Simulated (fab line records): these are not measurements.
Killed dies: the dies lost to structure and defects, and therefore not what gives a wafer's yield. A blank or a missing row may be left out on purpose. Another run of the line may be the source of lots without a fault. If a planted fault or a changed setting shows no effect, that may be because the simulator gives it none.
Which tool is to blame? -- flow sky130 -- Sampling: 13 lots, 39 wafers, 4 of 708 route steps

== WHAT THE GAUGES SHOWED, per wafer ==
SKY_POLY_GATE_THK_MEAS_21. Usual: POLY_GATE_OXIDATION_THK gives 4.02 nm (standard deviation 0.086).
lot,measured,on,POLY_GATE_OXIDATION_THK (nm),flag
L989,day 18 00:55,film_metro-04,4.04 4.03 4.05,
L987,day 18 00:54,film_metro-03,4.13 4.19 4.17,
L988,day 18 00:54,film_metro-01,4.03 4.12 4.09,
L990,day 18 09:24,film_metro-01,4.14 4.11 4.12,
L994,day 18 23:07,film_metro-03,4.06 4.00 3.96,
L993,day 18 23:08,film_metro-04,3.93 4.03 3.93,
L995,day 19 20:46,film_metro-01,4.20 4.17 4.05,
L998,day 21 03:10,film_metro-03,4.03 4.15 4.01,
L105,day 22 17:46,film_metro-01,3.98 3.87 3.93,
L107,day 24 08:14,film_metro-04,3.98 4.02 3.97,
L108,day 24 08:14,film_metro-03,3.87 3.92 3.83,
L109,day 24 09:54,film_metro-04,3.94 3.95 4.00,
L110,day 24 17:20,film_metro-04,3.92 3.91 3.94,

SKY_LDD_HVN_TW_MEAS_10. Usual: LDD_HVN_TW gives 1429 (standard deviation 11).
lot,measured,on,LDD_HVN_TW,flag
L989,day 21 21:14,film_metro-04,1405 1409 1400,
L987,day 21 22:18,film_metro-01,1433 1444 1438,
L988,day 21 22:00,film_metro-03,1436 1430 1430,
L990,day 22 06:41,film_metro-04,1414 1413 1411,
L994,day 22 19:07,film_metro-01,1440 1436 1446,
L993,day 22 19:25,film_metro-04,1412 1419 1418,
L995,day 23 17:46,film_metro-04,1417 1415 1410,
L998,day 24 22:28,film_metro-01,1434 1431 1433,
L105,day 26 12:22,film_metro-01,1441 1435 1436,
L107,day 28 00:23,film_metro-03,1438 1452 1433,
L108,day 28 00:05,film_metro-01,1438 1442 1434,
L109,day 28 01:53,film_metro-04,1419 1417 1420,
L110,day 28 09:26,film_metro-01,1445 1441 1447,

== TOOL THAT RAN EACH LOT (tool first, then ch and the chambers of the sampled wafers, then the start) ==
lot,SKY_POLY_GATE_ETCH_15,SKY_LDD_N_IMPLANT_14
L989,"rie_diel-04 ch 1,2,3, day 17 18:50","implanter-02 ch 0, day 19 07:02"
L987,"rie_diel-02 ch 0,3, day 17 19:04","implanter-03 ch 0, day 19 07:19"
L988,"rie_diel-01 ch 0,1,3, day 17 19:11","implanter-04 ch 0, day 19 07:19"
L990,"rie_diel-01 ch 0,2,3, day 18 00:47","implanter-02 ch 0, day 19 16:13"
L994,"rie_diel-02 ch 0,1, day 18 19:08","implanter-04 ch 0, day 20 06:15"
L993,"rie_diel-01 ch 1,2, day 18 19:29","implanter-02 ch 0, day 20 06:23"
L995,"rie_diel-04 ch 0,1,2, day 19 18:49","implanter-02 ch 0, day 21 04:34"
L998,"rie_diel-02 ch 0,1,3, day 21 01:31","implanter-02 ch 0, day 22 10:25"
L105,"rie_diel-01 ch 0,2,3, day 22 16:07","implanter-04 ch 0, day 24 00:28"
L107,"rie_diel-01 ch 0,2,3, day 24 05:53","implanter-04 ch 0, day 25 15:17"
L108,"rie_diel-04 ch 0,1,3, day 24 06:10","implanter-02 ch 0, day 25 15:01"
L109,"rie_diel-02 ch 1,2,3, day 24 07:52","implanter-02 ch 0, day 25 16:28"
L110,"rie_diel-04 ch 0,1, day 24 15:41","implanter-03 ch 0, day 26 00:20"
- SKY_POLY_GATE_ETCH_15: etches BARC in N2/H2, stops on SiO2, time 118.5 s, target depth 110 nm.
- SKY_LDD_N_IMPLANT_14

== AS READ BY THE TOOLS THEMSELVES (means over the sampled wafers that have a number; for cases with no such wafer, the mark the record gives instead) ==
SKY_POLY_GATE_ETCH_15. Usual: drypump_motor_current_A 5.9 A, standard deviation 0.4; oes_product_au 0.716 a.u., standard deviation 0.0046; throttle_valve_pct 13.212 %, standard deviation 0.0097.
lot,tool,drypump_motor_current_A (A),oes_product_au (a.u.),throttle_valve_pct (%),flag
L989,rie_diel-04,5.9,0.717,13.220,
L987,rie_diel-02,6.3,0.716,13.219,
L988,rie_diel-01,5.9,0.717,13.199,
L990,rie_diel-01,5.9,0.721,13.216,
L994,rie_diel-02,6.5,0.721,13.204,
L993,rie_diel-01,5.6,0.716,13.214,
L995,rie_diel-04,5.9,0.713,13.218,
L998,rie_diel-02,6.4,0.715,13.216,
L105,rie_diel-01,5.9,0.716,13.221,
L107,rie_diel-01,5.9,0.714,13.222,
L108,rie_diel-04,5.7,0.718,13.209,
L109,rie_diel-02,6.0,0.719,13.206,
L110,rie_diel-04,5.8,0.715,13.214,

SKY_LDD_N_IMPLANT_14. Usual: beam_on_s 10.01 s, standard deviation 0.19; dose_ions_cm2 5.001e+12, standard deviation 5.4e+09; rotation_deg 179.99 degrees, standard deviation 0.058.
lot,tool,beam_on_s (s),dose_ions_cm2,rotation_deg (degrees),flag
L989,implanter-02,10.00,4.993e+12,179.94,
L987,implanter-03,10.01,4.999e+12,179.97,
L988,implanter-04,10.05,4.996e+12,179.99,
L990,implanter-02,9.90,5.003e+12,180.01,
L994,implanter-04,10.21,5.000e+12,179.97,
L993,implanter-02,9.86,5.005e+12,179.94,
L995,implanter-02,10.06,5.005e+12,340.01,OFF
L998,implanter-02,10.04,4.997e+12,339.98,OFF
L105,implanter-04,9.97,5.005e+12,179.94,
L107,implanter-04,9.98,4.995e+12,179.97,
L108,implanter-02,10.10,5.000e+12,180.00,
L109,implanter-02,10.14,5.005e+12,179.98,
L110,implanter-03,9.89,5.008e+12,180.06,

== THE ANSWER, worked out from the rows above alone ==
Rule: a lot is off if the mean of its wafers that have a number lies more than 3 standard deviations from the usual mean. Also off: a lot with no number at a reading for which 4 or more lots have one. The other lots that the step has rows for count as sound. First the gauges in route order, then the tools' own readings, where a lot's mean is used as printed above. The first step at which some lot is off is used, and at that step the reading that is off furthest; a lot without a number counts as furthest.
Off: L995, L998 (SKY_LDD_N_IMPLANT_14, rotation_deg).
If a tool, at that step or one of the process steps before it, ran each lot that is off and ran no sound lot following the first of them, it fits. No candidate that was tried fits.

== WHAT THE SIMULATOR HAD INSERTED ==
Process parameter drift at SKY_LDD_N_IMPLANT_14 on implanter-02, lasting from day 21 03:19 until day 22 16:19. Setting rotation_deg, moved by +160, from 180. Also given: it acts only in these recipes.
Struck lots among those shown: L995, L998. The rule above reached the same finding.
